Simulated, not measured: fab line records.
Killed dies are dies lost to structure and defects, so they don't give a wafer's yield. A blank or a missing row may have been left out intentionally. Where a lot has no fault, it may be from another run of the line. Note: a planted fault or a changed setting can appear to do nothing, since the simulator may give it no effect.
Problem report, 8D (eight disciplines) form, completed by code :: flow gf180mcu :: the parts of the form that need people (team, actions taken, sign-off) are left out

== 1. THE ISSUE ==
At GF_CONTACT_ETCH_17, rf_fwd_power_W averages 1251 W over 6 wafers from 2 lots, while fault-free wafers read 1495 W, standard deviation 4.9. That is -50 standard deviations from the usual mean.
The step: etches SiO2 in C4F8/O2/Ar, stops on CoSi2, target depth 860 nm.
First observed at day 20 09:00: wafer L917.4, on rie_diel-02. The record has a number at this step for 42 wafers belonging to 14 lots. Rule for "out", or "out of limits": more than 4 standard deviations from the usual mean. The other wafers with a number count as sound.

== 2. WHAT THIS IS AND IS NOT ==
question: which readings at this step
is: rf_fwd_power_W
is not: oes_product_au

question: which lots
is: L917, L918
is not: L906, L907, L908, L909, L910, L919, L921, L922, L925, L926, L928, L929

question: which wafers of those lots
is: all that have a number
is not: -

question: read on which tools
is: rie_diel-02
is not: rie_diel-01, rie_diel-03

question: when
is: from day 20 09:00
is not: up to then (15 sound wafers); but 21 sound wafers of L919, L921, L922, L925, L926, L928, L929 came after

== 3. WHAT RULES OUT EACH SUSPECT ==
Counting: a tool stays on the suspect list if, at a process step up to the reading, it processed all lots that are out and no sound lot following the first of them.
- rie_diel-02 at GF_CONTACT_ETCH_17 (etches SiO2 in C4F8/O2/Ar, stops on CoSi2, target depth 860 nm): kept. It ran every lot that is out, first L917 (day 20 09:00), and no sound lot after that; its last sound lot up to then is L909 (day 17 12:00). On those wafers its own readings are out: rf_fwd_power_W.
The count leaves rie_diel-02 at GF_CONTACT_ETCH_17.

== 4. THE CAUSE (what the simulator had put in) ==
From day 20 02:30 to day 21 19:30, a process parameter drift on rie_diel-02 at GF_CONTACT_ETCH_17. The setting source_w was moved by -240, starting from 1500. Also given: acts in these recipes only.
After counting, this tool was the only one left.

== 5. THE CHAIN OF EFFECTS, in route order ==
Rows list readings where the struck wafers' mean (over those with a number) sits beyond 3 standard deviations from the usual. Scope: only readings with a usual standard deviation given in the record; hours: median across lots of the time from each lot's start at the first step in this table that gives one to its start at this step; sigmas: change in usual standard deviations.
hours: 0
step: GF_CONTACT_ETCH_17
reading: rf_fwd_power_W
usual: 1495 W
on struck wafers: 1251
change: -244
sigmas: -50
Here are the process steps it includes:
- GF_CONTACT_ETCH_17: etches SiO2 in C4F8/O2/Ar, stops on CoSi2, target depth 860 nm.

== 6. WHAT WOULD HAVE CAUGHT IT SOONER ==
First out-of-limits reading in this record: day 20 09:00, which is 6 hours after fault onset at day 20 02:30.
